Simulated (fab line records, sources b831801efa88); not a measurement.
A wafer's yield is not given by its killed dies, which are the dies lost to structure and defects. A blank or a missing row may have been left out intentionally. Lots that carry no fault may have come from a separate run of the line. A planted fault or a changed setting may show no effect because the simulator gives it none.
Which tool is to blame? | flow sfq_line | Sampling: 14 lots, 42 wafers, 4 of 325 route steps

## WHAT EACH GAUGE READ, for each wafer
The record lacks any reading of a measuring or inspecting step that a usual standard deviation could be used to judge.

## TOOL THAT RAN EACH LOT (tool first, then ch and the chambers of the sampled wafers, then the start)
lot  | SFQ_TRILAYER_I4_DEP_PECVD_099   | SFQ_TRILAYER_I4_METRO_MEASURE_101 | SFQ_TRILAYER_I4_VIA_ETCH_VIA_ETCH_106 | SFQ_TRILAYER_JJ_CE_LITHO_EXPOSE_115
L982 | pecvd-04 ch 0,1,2, day 34 14:52 | film_metro-02, day 35 11:03       | rie_diel-02 ch 1,2,3, day 37 14:35    | krf_scanner-01 ch 0, day 40 06:58
L983 | pecvd-04 ch 0,1,2, day 35 08:50 | film_metro-02, day 36 01:48       | rie_diel-02 ch 0,2,3, day 38 13:56    | krf_scanner-01 ch 0, day 41 06:28
L987 | pecvd-04 ch 0,1,2, day 36 09:37 | film_metro-03, day 37 08:00       | rie_diel-02 ch 2,3, day 39 21:08      | krf_scanner-01 ch 0, day 42 12:40
L988 | pecvd-03 ch 0,1,2, day 36 12:01 | film_metro-02, day 37 11:12       | rie_diel-04 ch 1,3, day 39 23:32      | krf_scanner-01 ch 0, day 42 16:28
L989 | pecvd-04 ch 0,1,2, day 36 12:26 | film_metro-04, day 37 13:27       | rie_diel-04 ch 1,2,3, day 40 03:08    | krf_scanner-01, day 42 21:36
L990 | pecvd-01 ch 1,2, day 37 08:19   | film_metro-02, day 38 13:27       | rie_diel-02 ch 0,2, day 41 04:26      | krf_scanner-01, day 44 02:12
L991 | pecvd-04 ch 0,1, day 38 19:40   | film_metro-04, day 39 13:48       | rie_diel-04 ch 2,3, day 42 00:50      | krf_scanner-01 ch 0, day 45 01:45
L992 | pecvd-04 ch 0,1, day 39 08:52   | film_metro-04, day 40 05:46       | rie_diel-01 ch 1,3, day 43 01:35      | krf_scanner-01 ch 0, day 46 06:52
L995 | pecvd-04 ch 0,2, day 40 22:04   | film_metro-04, day 41 14:58       | rie_diel-02 ch 0,2, day 44 14:08      | krf_scanner-01 ch 0, day 47 22:03
L997 | pecvd-01 ch 0,1,2, day 41 02:52 | film_metro-04, day 41 23:00       | rie_diel-01 ch 1,2, day 44 23:44      | krf_scanner-01 ch 0, day 48 11:21
L998 | pecvd-04 ch 1,2, day 42 04:10   | film_metro-04, day 42 16:48       | rie_diel-01 ch 0,2, day 45 21:38      | krf_scanner-01 ch 0, day 49 23:23
L100 | pecvd-01 ch 1,2, day 43 06:05   | film_metro-03, day 43 16:37       | rie_diel-02 ch 1,2,3, day 46 20:26    | krf_scanner-01 ch 0, day 51 05:23
L103 | pecvd-03 ch 0,1,2, day 44 17:26 | film_metro-02, day 44 23:07       | rie_diel-01 ch 0,2,3, day 48 11:31    | krf_scanner-01 ch 0, day 53 02:55
L104 | pecvd-03 ch 0,1,2, day 45 08:07 | film_metro-04, day 45 14:07       | rie_diel-01 ch 0,1,2, day 49 12:58    | krf_scanner-01 ch 0, day 54 07:55
- SFQ_TRILAYER_I4_DEP_PECVD_099: deposits SiO2 from SiH4/N2O, time 111.11 s, target thk 500 nm.
- SFQ_TRILAYER_I4_METRO_MEASURE_101
- SFQ_TRILAYER_I4_VIA_ETCH_VIA_ETCH_106: etches SiO2 in CHF3, stops on Nb, target depth 260 nm.
- SFQ_TRILAYER_JJ_CE_LITHO_EXPOSE_115: exposes mask J5, target cd 700 nm.

## AS READ BY THE TOOLS THEMSELVES (means over the sampled wafers that have a number; for cases with no such wafer, the mark the record gives instead)
SFQ_TRILAYER_I4_DEP_PECVD_099.
lot  | tool     | chamber_pressure_Torr (Torr) | heater_power_outer_w (W) | heater_power_w (W) | throttle_valve_pct (%)
L982 | pecvd-04 | 2.400                        | 27                       | 77                 | 25.3
L983 | pecvd-04 | 2.401                        | 26                       | 77                 | 25.3
L987 | pecvd-04 | 2.402                        | 24                       | 73                 | 25.6
L988 | pecvd-03 | 2.405                        | 37                       | 90                 | 24.3
L989 | pecvd-04 | -                            | -                        | -                  | -
L990 | pecvd-01 | -                            | -                        | -                  | -
L991 | pecvd-04 | 2.404                        | 30                       | 82                 | 26.6
L992 | pecvd-04 | 2.405                        | 30                       | 81                 | 26.5
L995 | pecvd-04 | 2.407                        | 21                       | 75                 | 26.2
L997 | pecvd-01 | 2.400                        | 29                       | 73                 | 23.5
L998 | pecvd-04 | 2.395                        | 30                       | 77                 | 24.8
L100 | pecvd-01 | 2.398                        | 24                       | 69                 | 23.8
L103 | pecvd-03 | 2.397                        | 39                       | 92                 | 24.8
L104 | pecvd-03 | 2.396                        | 39                       | 93                 | 24.7

SFQ_TRILAYER_I4_VIA_ETCH_VIA_ETCH_106.
lot  | tool        | drypump_motor_current_A (A) | oes_product_au (a.u.)
L982 | rie_diel-02 | 5.7                         | 0.857
L983 | rie_diel-02 | 5.9                         | 0.851
L987 | rie_diel-02 | 6.0                         | 0.857
L988 | rie_diel-04 | 5.4                         | 0.855
L989 | rie_diel-04 | 5.3                         | 0.375
L990 | rie_diel-02 | 5.9                         | 0.370
L991 | rie_diel-04 | 5.0                         | 0.854
L992 | rie_diel-01 | 5.3                         | 0.852
L995 | rie_diel-02 | 5.8                         | 0.856
L997 | rie_diel-01 | 5.5                         | 0.854
L998 | rie_diel-01 | 5.3                         | 0.856
L100 | rie_diel-02 | 5.7                         | 0.859
L103 | rie_diel-01 | 5.4                         | 0.861
L104 | rie_diel-01 | 5.4                         | 0.847

SFQ_TRILAYER_JJ_CE_LITHO_EXPOSE_115.
lot  | tool           | exposure_dose_mJ_cm2 | focus_offset_nm (nm)
L982 | krf_scanner-01 | 14.396               | 0.8
L983 | krf_scanner-01 | 14.394               | 0.1
L987 | krf_scanner-01 | 14.382               | 0.3
L988 | krf_scanner-01 | 14.402               | 0.3
L989 | krf_scanner-01 | -                    | -
L990 | krf_scanner-01 | -                    | -
L991 | krf_scanner-01 | 14.397               | -0.7
L992 | krf_scanner-01 | 14.396               | 0.9
L995 | krf_scanner-01 | 14.396               | 0.1
L997 | krf_scanner-01 | 14.388               | -0.1
L998 | krf_scanner-01 | 14.390               | 0.1
L100 | krf_scanner-01 | 14.404               | 0.0
L103 | krf_scanner-01 | 14.407               | 0.6
L104 | krf_scanner-01 | 14.395               | 0.0

## THE ANSWER, worked out from the rows above alone
Rule: what is usual is taken from the lots themselves. The widest of any qualifying gaps counts: lots, ordered by their means at a reading, are off when they make up no more than a third of the lots, leave a main group of 4 or more, and stand apart from it by 3 or more times the standard deviation of that group's means. Not used: any main group whose means are identical at the precision the tables above print for the reading. Also off: a lot with no number at a reading for which 4 or more lots have one. The other lots that the step has rows for count as sound. After the gauges, taken in route order, come the tools' own readings; for these a lot's mean is taken, as printed above. At the first step where some lot is off, the reading lying furthest off is the one used; lots without a number count as furthest.
Off, at SFQ_TRILAYER_I4_DEP_PECVD_099 on chamber_pressure_Torr: L989, L990. Without a number there: L989, L990. Mean 2.401 Torr and standard deviation 0.0037 in the main group.
A tool fits if, at that step or a process step before it, it ran every lot that is off, and no sound lot after the first of them. Not one of the candidates tried fits.

## WHAT THE SIMULATOR HAD INSERTED
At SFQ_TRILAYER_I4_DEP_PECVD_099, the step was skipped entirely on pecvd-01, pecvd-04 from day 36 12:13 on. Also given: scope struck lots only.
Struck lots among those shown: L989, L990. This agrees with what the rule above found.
